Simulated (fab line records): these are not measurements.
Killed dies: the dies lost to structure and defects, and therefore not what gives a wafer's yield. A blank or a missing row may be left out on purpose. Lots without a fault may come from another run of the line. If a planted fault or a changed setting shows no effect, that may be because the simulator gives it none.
Comparing a struck lot with a sound one | flow sky130 | 17 out of 708 route steps
Sound: these wafers, L462.1, L462.2, L462.3. Struck: wafers L475.1, L475.4, L475.5. The cause is given at the end.
For every step that has rows: the tool of each side, followed by ch and its chambers, followed by its first start. Under that, the readings that differ: sound wafers | struck wafers | difference of the means | sigmas: that difference in standard deviations of wafers without a fault.
alike: same words and numbers on both sides, and readings whose means sit less than 2 such deviations apart. not compared: any withheld reading, any reading some wafer has no value for, any bound like >300 that may hide the same value, and any number with overlapping values for which the record gives no deviation.
A row with sigmas, a row that says differs or no value, or rows on one side alone: a step with any of these is where the two part. When numbers do not overlap yet have no deviation, they are printed without sigmas and do not part them. A reading missing from all wafers of one side parts the sides only when that side holds two or more wafers.

first, 1 step without rows for these wafers: SKY_LDD_N_IMPLANT_15.
SKY_LDD_N_STRIP_16: strips in O2/N2.
  sound on plasma_asher-03 ch 0,1, day 19 15:11; struck on plasma_asher-03 ch 0,1, day 24 00:38
  alike: drypump_motor_current_A, oes_product_au, strip_time_to_endpoint_s
  not compared: rf_hours_counter_h
SKY_LDD_N_TW_MEAS_17:
  sound: film_metro-02 at day 19 15:17; struck: film_metro-02 at day 24 00:44
  alike: LDD_N_TW
then, 7 steps without rows for these wafers: SKY_LDD_P_DEHYDRATE_00 (time 60 s); SKY_LDD_P_HMDS_01 (prime time 60 s); SKY_LDD_P_COAT_02 (resist thk 1140 nm); SKY_LDD_P_SOFTBAKE_03 (time 60 s); SKY_LDD_P_EXPOSE_04 (exposes mask PSDM, target cd 380 nm); SKY_LDD_P_PEB_05; SKY_LDD_P_DEVELOP_06 (develop time 60 s).
SKY_LDD_P_CD_MEAS_07 targets a cd of 380 nm.
  sound: cd_sem-01 at day 20 22:56; struck: cd_sem-02 at day 25 06:39
  alike: cd_nm
SKY_LDD_P_OVL_MEAS_08:
  sound: overlay-01 at day 20 23:03; struck: overlay-01 at day 25 06:46
  alike: LDD_P_OVL
SKY_LDD_P_IMPLANT_09:
  sound on implanter-01 ch 0, day 20 23:05; struck on implanter-03 ch 0, day 25 06:49
  reading            | sound            | struck         | difference | sigmas
  beam_on_s (s)      | 9.85 10.12 10.05 | 8.16 7.70 7.65 | -2.17      | -10
  faraday_current_uA | 57.4 55.9 56.0   | 69.0 73.4 73.5 | +15.5      | +14
SKY_LDD_P_STRIP_10: strips in O2/N2.
  sound on plasma_asher-02 ch 0,1, day 20 23:14; struck on plasma_asher-02 ch 0, day 25 06:58
  alike: drypump_motor_current_A, oes_product_au, strip_time_to_endpoint_s
  not compared: rf_hours_counter_h
SKY_LDD_P_TW_MEAS_11:
  sound: film_metro-03 at day 20 23:20; struck: film_metro-03 at day 25 07:04
  reading  | sound       | struck      | difference | sigmas
  LDD_P_TW | 646 644 644 | 583 586 582 | -61        | -13
then, 1 step without rows for these wafers: SKY_LDD_HVN_DEHYDRATE_00 (time 60 s).
-- a jump in the record: the struck wafers' starts before and after are 25 days apart (it breaks off in module LDD_HVN and resumes in module PAD_OPEN, where the first step shown is number 708 of the route) --
SKY_PAD_OPEN_PROBE_99:
  sound: prober-01 at day 47 07:10; struck: prober-02 at day 50 01:05
  reading                     | sound          | struck         | difference | sigmas
  model.etest.tip_p.rs_ohm_sq | 6869 6809 6813 | 8665 8594 8606 | +1791      |
  alike: killed_at_M0_to_M3, killed_at_M4_up, killed_at_contacts, killed_at_front_end, killed_at_other, killed_dies, killed_open, killed_short
  not compared: model.etest.tip_p.rs_ohm_sq_range

## WHERE THEY PART
First at SKY_LDD_P_IMPLANT_09; last, within this record, at SKY_LDD_P_TW_MEAS_11. Later steps at which nothing parts them and some readings are alike: SKY_PAD_OPEN_PROBE_99.

WHY: what had been put in by the simulator
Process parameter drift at SKY_LDD_P_IMPLANT_09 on implanter-03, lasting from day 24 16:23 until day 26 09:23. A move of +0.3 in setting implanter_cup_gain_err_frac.
